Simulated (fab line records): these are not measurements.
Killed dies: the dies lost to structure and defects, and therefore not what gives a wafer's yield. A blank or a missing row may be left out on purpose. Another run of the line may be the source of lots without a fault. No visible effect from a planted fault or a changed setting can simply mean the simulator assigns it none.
Which tool did it? :: flow sky130 :: 11 lots, 33 wafers sampled, at 1 step of a route of 708

WHAT THE GAUGES READ, wafer by wafer
SKY_VT_ADJUST_PCH_OVL_MEAS_07.
lot: L390
measured: day 10 04:19
on: overlay-02
VT_ADJUST_PCH_OVL (nm): -0.7 1.5 -1.9

lot: L391
measured: day 10 18:01
on: overlay-01
VT_ADJUST_PCH_OVL (nm): -2.3 -2.3 -1.5

lot: L392
measured: day 11 01:56
on: overlay-01
VT_ADJUST_PCH_OVL (nm): -2.7 0.1 -0.1

lot: L399
measured: day 13 04:57
on: overlay-01
VT_ADJUST_PCH_OVL (nm): -0.6 -0.6 -0.2

lot: L402
measured: day 14 06:03
on: overlay-01
VT_ADJUST_PCH_OVL (nm): -0.5 -1.3 -0.8

lot: L407
measured: day 16 05:19
on: overlay-01
VT_ADJUST_PCH_OVL (nm): 0.8 -2.1 0.3

lot: L409
measured: day 16 12:28
on: overlay-02
VT_ADJUST_PCH_OVL (nm): -0.4 -0.8 -1.4

lot: L410
measured: day 17 00:14
on: overlay-02
VT_ADJUST_PCH_OVL (nm): -1.8 0.2 -0.4

lot: L411
measured: day 17 06:40
on: overlay-01
VT_ADJUST_PCH_OVL (nm): -0.9 -1.2 -0.4

lot: L412
measured: day 17 08:58
on: overlay-02
VT_ADJUST_PCH_OVL (nm): 1.0 -0.4 0.6

lot: L413
measured: day 17 18:10
on: overlay-02
VT_ADJUST_PCH_OVL (nm): -2.9 -1.1 -0.3

EACH LOT AND THE TOOL THAT RAN IT (in order: tool; ch and the chambers of the sampled wafers; start)
The record holds no process step before these readings.

THE ANSWER, worked out from the rows above alone
Rule: the usual values come from the lots themselves. Put in order of their means at a reading, lots are off if they are a third of the lots or fewer, leave a main group of 4 or more, and stand apart from it by a gap of 3 or more times the standard deviation of the main group's means; of several such gaps the widest counts. A main group whose means are all the same, to the digits that the tables above print for the reading, isn't used. A lot without any number at a reading at which 4 lots or more have one is off too. All remaining lots with rows at the step are treated as sound.
No lot is off on any of the readings shown, so nothing can be concluded from this.

WHAT HAD BEEN PUT IN BY THE SIMULATOR
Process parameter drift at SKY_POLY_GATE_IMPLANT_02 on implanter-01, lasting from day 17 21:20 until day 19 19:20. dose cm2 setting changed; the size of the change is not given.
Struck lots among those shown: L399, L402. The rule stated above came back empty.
